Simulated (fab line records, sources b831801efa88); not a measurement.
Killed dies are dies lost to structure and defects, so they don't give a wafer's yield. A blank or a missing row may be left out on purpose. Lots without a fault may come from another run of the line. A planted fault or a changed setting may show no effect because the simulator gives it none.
A struck lot beside a sound one | flow sky130 | 33 steps out of a route of 708
Sound: wafers L631.3, L631.4, L631.5. Struck: wafer L642.4. (L642.2, L642.5 of the same lot were not struck and are left out.) The cause comes at the end.
At each step with rows: each side's tool, then ch and its chambers, then its first start. Under that, the readings that differ: sound wafers | struck wafers | difference of the means | sigmas: that difference in standard deviations of wafers without a fault.
alike: readings whose means differ by less than 2 such deviations, and words and numbers that are the same on both sides. not compared: withheld readings, readings that some wafer has no value for, bounds like >300 that may hide the same value, and numbers for which the record gives no deviation and whose values overlap.
The two part at a step that has a row with sigmas, a row that says differs or no value, or rows on one side only. Numbers that don't overlap but have no deviation are shown without sigmas and don't part them. A reading that every wafer of one side lacks parts them only if that side has two wafers or more.

first, 4 steps without rows for these wafers: SKY_LOCAL_INTERCONNECT_SOFTBAKE_07 (time 90 s); SKY_LOCAL_INTERCONNECT_EXPOSE_08 (exposes mask LI1M, target cd 170 nm); SKY_LOCAL_INTERCONNECT_PEB_09; SKY_LOCAL_INTERCONNECT_DEVELOP_10 (develop time 60 s).
SKY_LOCAL_INTERCONNECT_CD_MEAS_11: target cd 170 nm.
  sound on cd_sem-01, day 31 08:50; struck on cd_sem-01, day 34 14:28
  alike: cd_nm
SKY_LOCAL_INTERCONNECT_OVL_MEAS_12:
  sound on overlay-01, day 31 08:55; struck on overlay-02, day 34 14:34
  alike: LOCAL_INTERCONNECT_OVL
SKY_LOCAL_INTERCONNECT_ETCH_13: etches BARC in N2/H2, stops on SiO2, time 45.9 s, target depth 60 nm.
  sound on rie_metal-02 ch 0,1, day 31 08:58; struck on rie_metal-02 ch 1, day 34 14:35
  alike: drypump_motor_current_A, he_backside_leak_sccm, oes_product_au, throttle_valve_pct
  not compared: rf_hours_counter_h
SKY_LOCAL_INTERCONNECT_METAL_ETCH_14: etches TiN in Cl2/BCl3, stops on PSG, target depth 110 nm, time 31.4 s.
  sound on rie_metal-02 ch 0,1, day 31 09:02; struck on rie_metal-02 ch 1, day 34 14:40
  alike: drypump_motor_current_A, he_backside_leak_sccm, oes_product_au, throttle_valve_pct
  not compared: rf_hours_counter_h
SKY_LOCAL_INTERCONNECT_STRIP_15: strips in O2/N2.
  sound on plasma_asher-01 ch 0,1, day 31 09:05; struck on plasma_asher-02 ch 0, day 34 14:43
  alike: drypump_motor_current_A, oes_product_au, strip_time_to_endpoint_s
  not compared: rf_hours_counter_h
then, 3 steps without rows for these wafers: SKY_LOCAL_INTERCONNECT_STRIP_16 (strips in post etch residue remover, time 1200 s); SKY_LOCAL_INTERCONNECT_CLEAN_17 (cleans in IPA, time 180 s); SKY_LOCAL_INTERCONNECT_CLEAN_18 (cleans in O3/DIW).
SKY_CONTACT_CVD_00: deposits Si3N4, target thk 75 nm.
  sound on pecvd-03 ch 0,2, day 31 09:39; struck on pecvd-03 ch 2, day 34 15:18
  reading                                   | sound             | struck | difference | sigmas
  model.Si3N4_of_CONTACT_CVD_00.thk_nm (nm) | 73.43 75.41 75.46 | 37.31  | -37.46     |
  alike: heater_power_w
SKY_CONTACT_THK_MEAS_01:
  sound on film_metro-02, day 31 09:42; struck on film_metro-02, day 34 15:20
  reading                 | sound          | struck | difference | sigmas
  CONTACT_CVD_00_THK (nm) | 73.4 75.5 75.5 | 37.3   | -37.5      | -43
then, 1 step without rows for these wafers: SKY_CONTACT_HDPCVD_02 (deposits SiO2, target thk 565 nm, time 94.2 s).
SKY_CONTACT_THK_MEAS_03:
  sound on film_metro-01, day 31 09:52; struck on film_metro-04, day 34 15:28
  reading                 | sound       | struck | difference | sigmas
  CONTACT_HDPCVD_THK (nm) | 569 566 572 | 556    | -13        | -3
then, 1 step without rows for these wafers: SKY_CONTACT_CMP_04 (polishes SiO2).
SKY_CONTACT_BOW_MEAS_05:
  sound on film_metro-02, day 31 10:15; struck on film_metro-02, day 34 16:06
  alike: CONTACT_BOW
then, 8 steps without rows for these wafers: SKY_CONTACT_DEHYDRATE_06 (time 60 s); SKY_CONTACT_HMDS_07 (prime time 60 s); SKY_CONTACT_COAT_08 (resist thk 60 nm); SKY_CONTACT_COAT_09 (resist thk 450 nm); SKY_CONTACT_SOFTBAKE_10 (time 90 s); SKY_CONTACT_EXPOSE_11 (exposes mask CTM1, target cd 170 nm); SKY_CONTACT_PEB_12; SKY_CONTACT_DEVELOP_13 (develop time 60 s).
SKY_CONTACT_CD_MEAS_14: target cd 170 nm.
  sound on cd_sem-02, day 32 13:31; struck on cd_sem-01, day 35 18:16
  alike: cd_nm
SKY_CONTACT_OVL_MEAS_15:
  sound on overlay-01, day 32 13:36; struck on overlay-01, day 35 18:22
  alike: CONTACT_OVL
SKY_CONTACT_ETCH_16: etches BARC in N2/H2, stops on SiO2, time 45.9 s, target depth 60 nm.
  sound on rie_diel-02 ch 1,3, day 32 13:38; struck on rie_diel-02 ch 3, day 35 18:24
  alike: drypump_motor_current_A, oes_product_au, throttle_valve_pct
  not compared: rf_hours_counter_h
then, 1 step without rows for these wafers: SKY_CONTACT_ETCH_17 (etches SiO2 in C4F8/O2/Ar, stops on Si3N4, target depth 340 nm).
SKY_CONTACT_ETCH_18: etches Si3N4 in CHF3/O2, stops on TiN, time 39 s, target depth 75 nm.
  sound on rie_diel-02 ch 1,3; struck on rie_diel-02 ch 3
  reading                  | sound             | struck | difference | sigmas
  oes_product_au (a.u.)    | 0.841 0.862 0.858 | 0.608  | -0.246     | -34
  throttle_valve_pct (%)   | 8.787 8.801 8.783 | 8.739  | -0.051     | -5
  model.etch.depth_nm (nm) | 73.43 75.41 75.46 | 37.31  | -37.46     |
  alike: drypump_motor_current_A
  not compared: rf_hours_counter_h
SKY_CONTACT_STRIP_19: strips in O2/N2.
  sound on plasma_asher-02 ch 0,1, day 32 13:47; struck on plasma_asher-04 ch 1, day 35 18:32
  alike: drypump_motor_current_A, oes_product_au, strip_time_to_endpoint_s
  not compared: rf_hours_counter_h
-- the record jumps here: 13 days lie between the struck wafers' starts before and after (it left off in module CONTACT and takes up again in module PAD_OPEN, whose first step shown is number 708 of the route) --
SKY_PAD_OPEN_PROBE_99:
  sound on prober-01, day 46 13:22; struck on prober-01, day 48 21:19
  alike: killed_at_M0_to_M3, killed_at_M4_up, killed_at_contacts, killed_at_front_end, killed_at_other, killed_dies, killed_open, killed_short

WHERE THEY PART
First at SKY_CONTACT_THK_MEAS_01; last, within this record, at SKY_CONTACT_ETCH_18. Later steps at which nothing parts them and some readings are alike: SKY_CONTACT_STRIP_19, SKY_PAD_OPEN_PROBE_99.

WHY: what the simulator had put in
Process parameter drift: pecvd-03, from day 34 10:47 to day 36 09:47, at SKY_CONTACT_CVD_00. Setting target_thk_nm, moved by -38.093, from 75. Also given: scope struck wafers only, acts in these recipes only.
